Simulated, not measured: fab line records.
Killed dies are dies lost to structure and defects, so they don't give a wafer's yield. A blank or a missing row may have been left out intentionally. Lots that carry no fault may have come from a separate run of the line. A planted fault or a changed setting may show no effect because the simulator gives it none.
A lot that was struck, set against a sound lot | flow sfq-line | 41 out of 325 route steps
Sound: wafers L938.2, L938.4, L938.5. Struck: wafers L936.1, L936.2, L936.4. The cause is given at the end.
Per side, at each step with rows, come the tool, then ch with its chambers, and then its first start. Under that, the readings that differ: sound wafers | struck wafers | difference of the means | sigmas: that difference in standard deviations of wafers without a fault.
alike: words and numbers the same on both sides, and readings whose means are apart by under 2 such deviations; not compared: readings that were withheld, readings missing a value for some wafer, numbers with overlapping values and no deviation given by the record, and bounds like >300 which may hide the same value.
The two part at a step that has a row with sigmas, a row that says differs or no value, or rows on one side only. Non-overlapping numbers with no deviation appear without sigmas and do not part them. Lack of a reading on every wafer of one side parts them only where that side has two or more wafers.

first, 6 steps without rows for these wafers: SFQ_TRILAYER_M7_LITHO_COAT_182 (resist thk 62 nm); SFQ_TRILAYER_M7_LITHO_COAT_177 (resist thk 600 nm); SFQ_TRILAYER_M7_LITHO_SOFTBAKE_181; SFQ_TRILAYER_M7_LITHO_EXPOSE_178 (exposes mask M7, target cd 500 nm); SFQ_TRILAYER_M7_LITHO_PEB_180 (peb time 60 s); SFQ_TRILAYER_M7_LITHO_DEVELOP_179 (time 60 s).
SFQ_M7_OVL_MEAS_945:
  sound on overlay-02, day 81 09:27; struck on overlay-02, day 80 16:21
  alike: M7_OVL
SFQ_TRILAYER_M7_BARC_OPEN_METAL_ETCH_229: etches BARC in O2, target depth 125 nm, time 41.7 s.
  sound on rie-metal-04 ch 1, day 81 09:30; struck on rie-metal-01 ch 0,1, day 80 16:23
  alike: drypump-motor-current-A, oes-product-au
  not compared: rf-hours-counter-h
SFQ_TRILAYER_M7_ETCH_METAL_ETCH_180: etches Nb in Cl2/Ar, stops on SiO2, target depth 240 nm, time 120 s.
  sound on rie-metal-04 ch 1, day 81 09:38; struck on rie-metal-01 ch 0,1, day 80 16:27
  alike: drypump-motor-current-A, oes-product-au
  not compared: rf-hours-counter-h
SFQ_TRILAYER_M7_STRIP_STRIP_181: strips in O2.
  sound on rie-metal-04 ch 1, day 81 10:03; struck on rie-metal-01 ch 0,1, day 80 16:35
  alike: drypump-motor-current-A, oes-product-au
  not compared: rf-hours-counter-h
then, 1 step without rows for these wafers: SFQ_TRILAYER_M7_STRIP_SOLV_CLEAN_182 (cleans in NMP, time 600 s).
SFQ_TRILAYER_I7_DEP_PECVD_183: deposits SiO2 from SiH4/N2O, time 111.11 s, target thk 500 nm.
  sound on pecvd-03 ch 0,1,2, day 81 11:14; struck on pecvd-02 ch 0,2, day 80 17:21
  alike: heater-power-w, showerhead-vpp-V, throttle-valve-pct
SFQ_TRILAYER_I7_CMP_CMP_184: polishes SiO2.
  sound on cmp-01 ch 1,3, day 81 11:32; struck on cmp-01 ch 0,1,2, day 80 18:40
  no value came back on the struck wafers for edge-zone-pressure-frac, head-pressure-psi (psi), motor-current-A (A), time-to-endpoint-s (s); on the sound wafers edge-zone-pressure-frac reads 1.005 1.003 0.996
  reading                                             | sound         | struck            | difference | sigmas
  model.SiO2_of_TRILAYER_I7_DEP_PECVD_183.thk-nm (nm) | 201 202.4 201 | 495.1 496.6 503.4 | +296.9     |
SFQ_I7_BOW_MEAS_946:
  sound on film-metro-04, day 81 14:34; struck on film-metro-03, day 80 21:40
  alike: I7_BOW
SFQ_TRILAYER_I7_METRO_MEASURE_185:
  sound on film-metro-04, day 81 14:52; struck on film-metro-03, day 80 21:47
  reading     | sound             | struck            | difference | sigmas
  thk-nm (nm) | 201.1 202.5 200.9 | 495.0 496.9 503.5 | +297.0     | +99 or more
then, 6 steps without rows for these wafers: SFQ_TRILAYER_I7_VIA_LITHO_COAT_192 (resist thk 62 nm); SFQ_TRILAYER_I7_VIA_LITHO_COAT_187 (resist thk 650 nm); SFQ_TRILAYER_I7_VIA_LITHO_SOFTBAKE_191; SFQ_TRILAYER_I7_VIA_LITHO_EXPOSE_188 (exposes mask I7, target cd 1000 nm); SFQ_TRILAYER_I7_VIA_LITHO_PEB_190 (peb time 60 s); SFQ_TRILAYER_I7_VIA_LITHO_DEVELOP_189 (time 60 s).
-- the record jumps here: 4 days lie between the struck wafers' starts before and after --
SFQ_I7_OVL_MEAS_947:
  sound on overlay-02, day 85 01:10; struck on overlay-01, day 84 12:43
  reading     | sound    | struck  | difference | sigmas
  I7_OVL (nm) | 14 13 15 | -1 0 -1 | -15        | -2
SFQ_TRILAYER_I7_VIA_BARC_OPEN_VIA_ETCH_260: etches BARC in O2, target depth 125 nm, time 41.7 s.
  sound on rie-diel-04 ch 0,2,3, day 85 01:11; struck on rie-diel-02 ch 0,1,3, day 84 12:45
  alike: drypump-motor-current-A, oes-product-au
  not compared: rf-hours-counter-h
SFQ_TRILAYER_I7_VIA_ETCH_VIA_ETCH_190: etches SiO2 in CHF3, stops on Nb, target depth 260 nm.
  sound on rie-diel-04 ch 0,2,3, day 85 01:13; struck on rie-diel-02 ch 0,1,3, day 84 12:47
  reading                        | sound             | struck            | difference | sigmas
  oes-product-au (a.u.)          | 0.854 0.865 0.855 | 1.641 1.585 1.623 | +0.758     | +99 or more
  model.I7.feature-depth-nm (nm) | 201 202.4 201     | 262.6 251.9 260.1 | +56.7      |
  model.etch.depth-nm (nm)       | 201 202.4 201     | 262.6 251.9 260.1 | +56.7      |
  alike: drypump-motor-current-A
then, 9 steps without rows for these wafers: SFQ_TRILAYER_I7_VIA_STRIP_STRIP_191 (strips in O2); SFQ_TRILAYER_I7_VIA_STRIP_SOLV_CLEAN_192 (cleans in NMP, time 600 s); SFQ_TRILAYER_M8_LITHO_LOR_COAT_197; SFQ_TRILAYER_M8_LITHO_LOR_BAKE_198; SFQ_TRILAYER_M8_LITHO_COAT_193 (resist thk 600 nm); SFQ_TRILAYER_M8_LITHO_SOFTBAKE_199; SFQ_TRILAYER_M8_LITHO_EXPOSE_194 (exposes mask M8, target cd 2000 nm); SFQ_TRILAYER_M8_LITHO_PEB_196 (peb time 60 s); SFQ_TRILAYER_M8_LITHO_DEVELOP_195 (img clear 15 s, time 55 s).
SFQ_M8_OVL_MEAS_948:
  sound on overlay-02, day 85 05:07; struck on overlay-02, day 84 22:18
  alike: M8_OVL
then, 3 steps without rows for these wafers: SFQ_TRILAYER_M8_DEP_EVAP_197 (material Ti, target thk 20 nm, time 100 s); SFQ_TRILAYER_M8_DEP_EVAP_198 (material Pt, target thk 50 nm, time 250 s); SFQ_TRILAYER_M8_DEP_EVAP_196 (material Au, target thk 180 nm, time 900 s).
SFQ_M8_RS_MEAS_949: the measuring method here is four-point-probe.
  sound on film-metro-03, day 85 05:55; struck on film-metro-01, day 84 23:05
  alike: M8_AU_RS
SFQ_M8_THK_MEAS_950: measures by xrf.
  sound on film-metro-03, day 85 06:01; struck on film-metro-01, day 84 23:12
  alike: M8_AU_THK
then, 1 step without rows for these wafers: SFQ_TRILAYER_M8_LIFTOFF_LIFTOFF_197 (chemistry NMP, time 600 s).
SFQ_M8_BOW_MEAS_951:
  sound on film-metro-04, day 85 06:16; struck on film-metro-04, day 84 23:26
  reading                 | sound            | struck            | difference | sigmas
  model.etest.i7.link-ohm | 1.06 1.057 1.052 | 1e+06 1e+06 1e+06 | +1e+06     |
  alike: M8_BOW

## WHERE THEY PART
Last at SFQ_TRILAYER_I7_VIA_ETCH_VIA_ETCH_190 as far as this record goes, first at SFQ_TRILAYER_I7_CMP_CMP_184. Later steps at which nothing parts them and some readings are alike: SFQ_M8_OVL_MEAS_948, SFQ_M8_RS_MEAS_949, SFQ_M8_THK_MEAS_950, SFQ_M8_BOW_MEAS_951.

WHY: what the simulator had put in
At SFQ_TRILAYER_I7_CMP_CMP_184, the step was skipped entirely on cmp-01 from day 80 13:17 on. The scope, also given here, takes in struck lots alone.
